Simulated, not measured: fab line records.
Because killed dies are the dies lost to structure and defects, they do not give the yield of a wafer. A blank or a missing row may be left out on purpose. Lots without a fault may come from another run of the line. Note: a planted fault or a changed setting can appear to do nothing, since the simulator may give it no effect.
Which tool is to blame? :: flow sky130 :: Sampling: 14 lots, 42 wafers, 2 of 708 route steps

## WHAT THE GAUGES READ, wafer by wafer
SKY_METAL3_OVL_MEAS_14. Usual: METAL3_OVL 2 nm, standard deviation 5.5.
lot: L983
measured: day 38 00:29
on: overlay-01
METAL3_OVL (nm): -3 12 6
flag: 

lot: L984
measured: day 38 22:55
on: overlay-02
METAL3_OVL (nm): 8 2 -4
flag: 

lot: L987
measured: day 39 18:05
on: overlay-01
METAL3_OVL (nm): 3 -7 3
flag: 

lot: L986
measured: day 39 22:26
on: overlay-01
METAL3_OVL (nm): -1 3 5
flag: 

lot: L988
measured: day 40 16:32
on: overlay-01
METAL3_OVL (nm): 5 5 11
flag: 

lot: L989
measured: day 41 07:42
on: overlay-01
METAL3_OVL (nm): 1 7 2
flag: 

lot: L991
measured: day 41 08:22
on: overlay-01
METAL3_OVL (nm): 7 5 -7
flag: 

lot: L992
measured: day 41 13:04
on: overlay-01
METAL3_OVL (nm): 2 3 4
flag: 

lot: L994
measured: day 43 07:41
on: overlay-02
METAL3_OVL (nm): 2 7 1
flag: 

lot: L102
measured: day 44 03:16
on: overlay-01
METAL3_OVL (nm): 1 3 0
flag: 

lot: L103
measured: day 44 12:54
on: overlay-01
METAL3_OVL (nm): 7 5 5
flag: 

lot: L104
measured: day 44 13:17
on: overlay-02
METAL3_OVL (nm): 12 10 13
flag: 

lot: L105
measured: day 44 17:00
on: overlay-02
METAL3_OVL (nm): 1 2 8
flag: 

lot: L106
measured: day 45 05:40
on: overlay-02
METAL3_OVL (nm): 12 13 7
flag: 

## WHICH TOOL RAN EACH LOT (tool, then ch and the chambers of the sampled wafers, then the start)
lot: L983
SKY_METAL3_SPUTTER_04: pvd sputter-01, day 35 19:20

lot: L984
SKY_METAL3_SPUTTER_04: pvd sputter-03, day 36 18:19

lot: L987
SKY_METAL3_SPUTTER_04: pvd sputter-01, day 37 15:37

lot: L986
SKY_METAL3_SPUTTER_04: pvd sputter-03, day 37 20:14

lot: L988
SKY_METAL3_SPUTTER_04: pvd sputter-01, day 38 15:16

lot: L989
SKY_METAL3_SPUTTER_04: pvd sputter-02, day 39 06:22

lot: L991
SKY_METAL3_SPUTTER_04: pvd sputter-01, day 39 06:43

lot: L992
SKY_METAL3_SPUTTER_04: pvd sputter-03, day 39 11:49

lot: L994
SKY_METAL3_SPUTTER_04: pvd sputter-03, day 41 07:45

lot: L102
SKY_METAL3_SPUTTER_04: pvd sputter-02, day 42 04:12

lot: L103
SKY_METAL3_SPUTTER_04: pvd sputter-02, day 42 13:43

lot: L104
SKY_METAL3_SPUTTER_04: pvd sputter-02, day 42 14:35

lot: L105
SKY_METAL3_SPUTTER_04: pvd sputter-03, day 42 19:37

lot: L106
SKY_METAL3_SPUTTER_04: pvd sputter-01, day 43 08:31
- SKY_METAL3_SPUTTER_04: material TiN, target thk 70 nm, time 58.3 s.

## WHAT THE TOOLS THEMSELVES READ (means of the sampled wafers that have a number; where no wafer has one, the mark that the record gives instead)
SKY_METAL3_SPUTTER_04. Usual: throttle valve pct reads 29.8 % (standard deviation 1.2).
lot: L983
tool: pvd sputter-01
throttle valve pct (%): 29.9
flag: 

lot: L984
tool: pvd sputter-03
throttle valve pct (%): 29.1
flag: 

lot: L987
tool: pvd sputter-01
throttle valve pct (%): 31.1
flag: 

lot: L986
tool: pvd sputter-03
throttle valve pct (%): 29.8
flag: 

lot: L988
tool: pvd sputter-01
throttle valve pct (%): 29.4
flag: 

lot: L989
tool: pvd sputter-02
throttle valve pct (%): 29.9
flag: 

lot: L991
tool: pvd sputter-01
throttle valve pct (%): 29.9
flag: 

lot: L992
tool: pvd sputter-03
throttle valve pct (%): 29.4
flag: 

lot: L994
tool: pvd sputter-03
throttle valve pct (%): 30.9
flag: 

lot: L102
tool: pvd sputter-02
throttle valve pct (%): 31.0
flag: 

lot: L103
tool: pvd sputter-02
throttle valve pct (%): 29.8
flag: 

lot: L104
tool: pvd sputter-02
throttle valve pct (%): 30.4
flag: 

lot: L105
tool: pvd sputter-03
throttle valve pct (%): 29.7
flag: 

lot: L106
tool: pvd sputter-01
throttle valve pct (%): 29.8
flag: 

## THE ANSWER, worked out from the rows above alone
Rule: lot off if the mean of its wafers having a number is beyond 3 standard deviations from the usual mean. Also off: a lot with no number at a reading for which 4 or more lots have one. All remaining lots with rows at the step are treated as sound. The gauges are gone through in route order, then the tools' own readings, and for those a lot's mean is taken as printed above. At the first step where some lot is off, the reading lying furthest off is the one used; lots without a number count as furthest.
No lot is off on any of the readings shown, so nothing can be concluded from this.

## WHAT THE SIMULATOR PUT IN
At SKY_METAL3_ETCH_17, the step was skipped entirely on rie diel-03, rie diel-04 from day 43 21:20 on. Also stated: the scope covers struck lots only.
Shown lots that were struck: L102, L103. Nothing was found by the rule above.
